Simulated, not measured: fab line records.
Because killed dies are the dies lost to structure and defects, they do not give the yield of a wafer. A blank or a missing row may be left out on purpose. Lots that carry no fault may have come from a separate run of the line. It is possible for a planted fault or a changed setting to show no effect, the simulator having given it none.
Problem report, 8D (eight disciplines) form, completed by code | flow gf180mcu | the parts of the form that need people (team, actions taken, sign-off) are left out

== 1. THE PROBLEM ==
DUAL_GATE_OXIDATION_00_THK at GF_DUAL_GATE_THK_MEAS_03 reads a mean of 8.91 nm on 9 wafers of 3 lots; wafers without a fault read 10.89 nm with a standard deviation of 0.17. Relative to the usual mean, that is a shift of -12 standard deviations.
The first sign was on wafer L623.2 at day 12 20:56, on film metro-01. At this step, 36 wafers from 12 lots have a number in the record. Rule for "out" (also "out of limits"): further than 4 standard deviations from the usual mean. The other wafers with a number count as sound.

== 2. WHAT IT IS AND WHAT IT IS NOT ==
question                    | is                           | is not
which readings at this step | DUAL_GATE_OXIDATION_00_THK   | -
which lots                  | L623, L624, L625             | L608, L610, L611, L612, L617, L618, L626, L627, L630
which wafers of those lots  | all that have a number       | -
read on which gauges        | film metro-01, film metro-02 | film metro-03
when                        | from day 12 20:56            | up to then (18 sound wafers); but 9 sound wafers of L626, L627, L630 came after

== 3. WHAT RULES OUT EACH SUSPECT ==
Counting: a tool at a process step up to the reading stays a suspect if it ran every lot that is out and no sound lot after the first of them.
- the gauge at GF_DUAL_GATE_THK_MEAS_03 has been ruled out. Those wafers that are out were read across 2 gauges (film metro-01, film metro-02).
- furnace-02 at GF_DUAL_GATE_OXIDATION_02 (stabilise 600 s, purge 300 s, target thk 10.887 nm): kept. Every lot that is out went through it, starting with L623 (day 12 19:29), and after that it ran no sound lot; the last sound lot it ran before then is L617 (day 11 02:49). Its own readings are out on those wafers: spike tc bottom C, spike tc centre C, spike tc lower C, spike tc top C, spike tc upper C, tube center temp C, tube_center_temp_C_max.
Left after counting: furnace-02 at GF_DUAL_GATE_OXIDATION_02.

== 4. THE CAUSE (what the simulator had put in) ==
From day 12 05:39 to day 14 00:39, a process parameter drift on furnace-02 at GF_DUAL_GATE_OXIDATION_02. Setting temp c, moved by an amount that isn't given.
After counting, this tool was the only one left.

== 5. THE EFFECT CHAIN, in route order ==
Each row: a reading where the mean over the struck wafers with a number is more than 3 standard deviations away from the usual. Scope: only readings with a usual standard deviation given in the record; hours: median across lots of the time from each lot's start at the first step in this table that gives one to its start at this step; sigmas: change in usual standard deviations.
hours | step                      | reading                    | usual    | on struck wafers | change | sigmas
0     | GF_DUAL_GATE_OXIDATION_02 | spike tc bottom C          | 913.7 C  | 898.4            | -15.3  | -12
0     | GF_DUAL_GATE_OXIDATION_02 | spike tc centre C          | 900.5 C  | 884.3            | -16.2  | -18
0     | GF_DUAL_GATE_OXIDATION_02 | spike tc lower C           | 901.0 C  | 886.2            | -14.8  | -13
0     | GF_DUAL_GATE_OXIDATION_02 | spike tc top C             | 913.0 C  | 894.6            | -18.4  | -7.4
0     | GF_DUAL_GATE_OXIDATION_02 | spike tc upper C           | 900.4 C  | 883.6            | -16.8  | -15
0     | GF_DUAL_GATE_OXIDATION_02 | tube center temp C         | 899.99 C | 883.87           | -16.12 | -99 or more
0     | GF_DUAL_GATE_OXIDATION_02 | tube_center_temp_C_max     | 902.3    | 886.4            | -15.9  | -46
0     | GF_DUAL_GATE_OXIDATION_02 | zone power upper pct       | 17.15 %  | 16.43            | -0.72  | -3.4
1     | GF_DUAL_GATE_THK_MEAS_03  | DUAL_GATE_OXIDATION_00_THK | 10.89 nm | 8.91             | -1.98  | -12
The process steps in it:
- GF_DUAL_GATE_OXIDATION_02: stabilise 600 s, purge 300 s, target thk 10.887 nm.
Later steps that measure or inspect, where all struck wafers having a row at the step show a number for every such reading and not one has moved that far: GF_M3_THK_MEAS_06, GF_V3_THK_MEAS_03.

== 6. HOW IT WOULD HAVE BEEN CAUGHT EARLIER ==
In this record the first reading out of limits at a measuring or inspecting step was taken at day 12 20:56, 15 hours after the fault began at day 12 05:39.
At GF_DUAL_GATE_OXIDATION_02, the tool's own readings (spike tc bottom C, spike tc centre C, spike tc lower C, spike tc top C, spike tc upper C, tube center temp C, tube_center_temp_C_max) were out on each struck wafer the step has a row for, so an alarm limit on them would have fired on the first such wafer.
Among the 3 lots that are out, L624, L625 began GF_DUAL_GATE_OXIDATION_02 on furnace-02 after day 12 20:56. A hold on the tool at that time would have spared those 2.
